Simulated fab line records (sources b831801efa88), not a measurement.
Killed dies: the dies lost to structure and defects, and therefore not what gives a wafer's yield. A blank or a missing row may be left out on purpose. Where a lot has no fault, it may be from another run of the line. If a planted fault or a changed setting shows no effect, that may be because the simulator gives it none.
fab line records -- flow gf180mcu
record: lots: 6, wafers: 18, last-day: 34
route steps=602 shown NWELL@48 LVPWELL@54
lots untouched by any fault: they come from a run of this same line in which no faults occurred
start-h: start of the lot's first displayed wafer, in hours after the record's first day -- wait-h: time in hours since the lot's previous step -- " as in the row above -- L1.1+2: one row covering several wafers at once -- - no value, or no start given -- * or withheld: withheld -- < > ~ a bound
route shown NAME@n: a module of which the file shows steps, and the number in the route of the first -- usual: the fault-free wafers' mean and standard deviation -- same: alike in all rows -- chamber/n: place in a boat -- sites: the reading at each site -- _std_site: the values' standard deviation -- _edge_site: inner sites' mean taken away from outer sites' mean -- radius-mm: for every site, how far away it sits from the centre of the wafer -- mask NAME#n: copy n -- behind: tool/chamber where the wafer was last shaped -- hold: why the lot was held/for how many hours/how that ended -- device: the n, p or np transistor that did not switch -- end of line: tests run on the same wafers once the route is complete -- where a step has no rows: the recipe by itself -- killed: dies that structure and defects cost at the first sort, which is not the same as the wafer's yield -- map: a wafer's dies, marking killed ones x, the rest . and places with no die _
set.NAME: the setting that was run; set.NAME@STEP: the one run at that earlier step -- model.NAME: the simulator's own value behind a step, which no gauge read
lots at some steps of the route; a table a step, a row a wafer
services: from which hour (start-h, from the record's first day; less than 0 if before it) a tool's chamber was out of use, for how many hours, and why
== steps ==
step: GF_NWELL_DEVELOP_06
recipe: wall-angle-deg: 90, develop-time-s: 60, dev-temp-c: 23
step: GF_NWELL_OVL_MEAS_07
usual: NWELL_OVL: -0.4/1.5
lot.wafer,tool,chamber,start-h,wait-h,NWELL_OVL[nm]
L486.1,overlay-02,-,55.89,-,-2.5
L486.4,overlay-02,-,55.89,-,-1.3
L486.6,overlay-02,-,55.89,-,-0.6
L493.3,overlay-02,-,98.55,-,-0.3
L493.5,overlay-02,-,98.55,-,-3.3
L493.6,overlay-02,-,98.55,-,0.3
L496.1,overlay-01,-,114.59,-,1.5
L496.3,overlay-01,-,114.59,-,0.7
L496.5,overlay-01,-,114.59,-,0.8
L498.2,overlay-01,-,120.60,-,1.4
L498.3,overlay-01,-,120.60,-,-0.2
L498.4,overlay-01,-,120.60,-,1.7
L508.2,overlay-02,-,178.00,-,-2.4
L508.3,overlay-02,-,178.00,-,-2.2
L508.6,overlay-02,-,178.00,-,-1.4
L509.2,overlay-01,-,181.90,-,-0.4
L509.3,overlay-01,-,181.90,-,-0.3
L509.4,overlay-01,-,181.90,-,0.5
step: GF_NWELL_IMPLANT_08
recipe: species: P, energy-kev: 450, dose-cm2: 1.5e+13, tilt-deg: 0
step: GF_NWELL_IMPLANT_09
recipe: species: P, energy-kev: 160, dose-cm2: 4e+12, tilt-deg: 0
step: GF_NWELL_STRIP_10
recipe: chemistry: O2/N2, power-w: 1400, pressure-mtorr: 1500, platen-temp-c: 250, o2-flow-sccm: 3000, n2-flow-sccm: 300, overash-fraction: 0.5
usual: drypump-motor-current-A: 5.6/0.46, heater-power-w: 341/32, oes-product-au: 0.722/0.0045, strip-time-to-endpoint-s: 37.01/0.12
lot.wafer,tool,chamber,start-h,wait-h,drypump-motor-current-A,heater-power-w,oes-product-au,rf-hours-counter-h,strip-time-to-endpoint-s
L486.1,plasma-asher-01,0,56.23,0.1,5.3,321,0.725,27,36.90
L486.4,plasma-asher-01,0,56.23,0.1,5.3,314,0.716,-,36.89
L486.6,plasma-asher-01,1,56.23,0.1,5.7,386,0.716,-,36.90
L493.3,plasma-asher-02,0,98.91,0.1,6.3,318,0.726,-,37.07
L493.5,plasma-asher-02,1,98.91,0.1,4.9,301,0.717,-,37.06
L493.6,plasma-asher-02,0,98.91,0.1,6.3,327,0.725,-,36.97
L496.1,plasma-asher-02,1,114.93,0.1,4.9,302,0.735,47,37.03
L496.3,plasma-asher-02,1,114.93,0.1,4.9,306,0.718,-,37.08
L496.5,plasma-asher-02,1,114.93,0.1,4.9,303,0.727,-,37.20
L498.2,plasma-asher-01,1,120.93,0.1,5.7,396,0.725,35,36.82
L498.3,plasma-asher-01,0,120.93,0.1,5.3,328,0.723,-,36.84
L498.4,plasma-asher-01,1,120.93,0.1,5.6,392,0.721,-,36.87
L508.2,plasma-asher-02,1,178.33,0.1,4.9,311,0.725,53,37.04
L508.3,plasma-asher-02,1,178.33,0.1,5.0,309,0.720,-,37.03
L508.6,plasma-asher-02,1,178.33,0.1,4.9,308,0.721,-,37.00
L509.2,plasma-asher-01,1,182.23,0.1,5.6,387,0.725,41,36.89
L509.3,plasma-asher-01,1,182.23,0.1,5.6,385,0.720,-,36.98
L509.4,plasma-asher-01,0,182.23,0.1,5.3,317,0.713,-,36.80
step: GF_NWELL_TW_MEAS_11
usual: NWELL_TW: 1572/9.9
lot.wafer,tool,chamber,start-h,wait-h,NWELL_TW
L486.1,film-metro-03,-,56.33,0.1,1580
L486.4,film-metro-03,-,56.33,0.1,1592
L486.6,film-metro-03,-,56.33,0.1,1585
L493.3,film-metro-03,-,99.00,0.1,1586
L493.5,film-metro-03,-,99.00,0.1,1588
L493.6,film-metro-03,-,99.00,0.1,1585
L496.1,film-metro-02,-,115.03,0.1,1558
L496.3,film-metro-02,-,115.03,0.1,1566
L496.5,film-metro-02,-,115.03,0.1,1575
L498.2,film-metro-03,-,121.04,0.1,1572
L498.3,film-metro-03,-,121.04,0.1,1575
L498.4,film-metro-03,-,121.04,0.1,1572
L508.2,film-metro-01,-,178.44,0.1,1575
L508.3,film-metro-01,-,178.44,0.1,1583
L508.6,film-metro-01,-,178.44,0.1,1584
L509.2,film-metro-02,-,182.34,0.1,1564
L509.3,film-metro-02,-,182.34,0.1,1569
L509.4,film-metro-02,-,182.34,0.1,1557
step: GF_LVPWELL_DEHYDRATE_00
recipe: temp-c: 200, time-s: 60
step: GF_LVPWELL_HMDS_01
recipe: prime-time-s: 60, prime-temp-c: 120
step: GF_LVPWELL_COAT_02
recipe: spin-rpm: 2000, resist-thk-nm: 3000
step: GF_LVPWELL_SOFTBAKE_03
recipe: temp-c: 110, time-s: withheld
step: GF_LVPWELL_EXPOSE_04
recipe: mask-id: LVPWELL, target-cd-nm: 600, na: 0.6, source-shape: conventional, sigma-outer: 0.6, dose-mj: 260
step: GF_LVPWELL_PEB_05
recipe: temp-c: 115, time-s: withheld
step: GF_LVPWELL_DEVELOP_06
recipe: wall-angle-deg: 90, develop-time-s: 60, dev-temp-c: 23
usual: chill-plate-temp-C: 23.00/0.11, develop-time-s: 60/0
lot.wafer,tool,chamber,start-h,wait-h,chill-plate-temp-C,develop-time-s
L486.1,litho-track-03,0,68,-,23.05,60
L486.4,litho-track-03,0,68,-,22.94,60
L486.6,litho-track-03,0,68,-,23.01,60
L493.3,litho-track-02,0,112,-,22.94,60
L493.5,litho-track-02,0,112,-,22.95,60
L493.6,litho-track-02,0,112,-,23.13,60
L496.1,litho-track-02,0,129,-,23.10,60
L496.3,litho-track-02,0,129,-,23.18,60
L496.5,litho-track-02,0,129,-,23.13,60
L498.2,litho-track-02,0,135,-,22.99,60
L498.3,litho-track-02,0,135,-,23.05,60
L498.4,litho-track-02,0,135,-,23.00,60
L508.2,litho-track-02,-,194,-,-,-
L508.3,litho-track-02,-,194,-,-,-
L508.6,litho-track-02,-,194,-,-,-
L509.2,litho-track-04,-,199,-,-,-
L509.3,litho-track-04,-,199,-,-,-
L509.4,litho-track-04,-,199,-,-,-
step: GF_LVPWELL_OVL_MEAS_07
usual: LVPWELL_OVL: 0.6/1.4
lot.wafer,tool,chamber,start-h,wait-h,LVPWELL_OVL[nm]
L486.1,overlay-01,-,68.90,-,3.9
L486.4,overlay-01,-,68.90,-,2.3
L486.6,overlay-01,-,68.90,-,2.2
L493.3,overlay-02,-,113.00,-,-1.5
L493.5,overlay-02,-,113.00,-,1.0
L493.6,overlay-02,-,113.00,-,-0.9
L496.1,overlay-02,-,129.94,-,-0.4
L496.3,overlay-02,-,129.94,-,0.6
L496.5,overlay-02,-,129.94,-,-0.4
L498.2,overlay-02,-,135.80,-,3.2
L498.3,overlay-02,-,135.80,-,1.4
L498.4,overlay-02,-,135.80,-,1.4
L508.2,overlay-01,-,194.85,-,-
L508.3,overlay-01,-,194.85,-,-
L508.6,overlay-01,-,194.85,-,-
L509.2,overlay-02,-,199.21,-,-
L509.3,overlay-02,-,199.21,-,-
L509.4,overlay-02,-,199.21,-,-
== services ==
tool,chamber,start-h,hours,kind
plasma-asher-02,-,48.47,1.9,repair
litho-track-02,-,139.14,-,consumable-replace:filter
== key ==
first-sign: step: GF_LVPWELL_DEVELOP_06, reading: tool-record, direction: missing
effect none on later readings
met-at GF_LVPWELL_DEVELOP_06
struck-wafers L508.2,L508.3,L508.6,L509.2,L509.3,L509.4
sort-left-out L508.2,L508.3,L508.6,L509.2,L509.3,L509.4
tester-left-out L508,L509
onset-between 135 194
fault: kind: skipped-step-whole, tool: litho-track-02,litho-track-04, chamber: -, onset-h: 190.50, steps: GF_LVPWELL_DEVELOP_06, scope: struck-lots-only
tester-left-out: of these lots the tester's yield and bins aren't shown, on N5 and GAA mostly nor the transistor test; their killed dies are dies lost to structure and defects alone, not to doping, threshold or leakage, so they don't give the yield
sort-left-out: the simulated sort isn't trusted on such a fault, so these wafers' sort isn't shown, and their yield isn't known
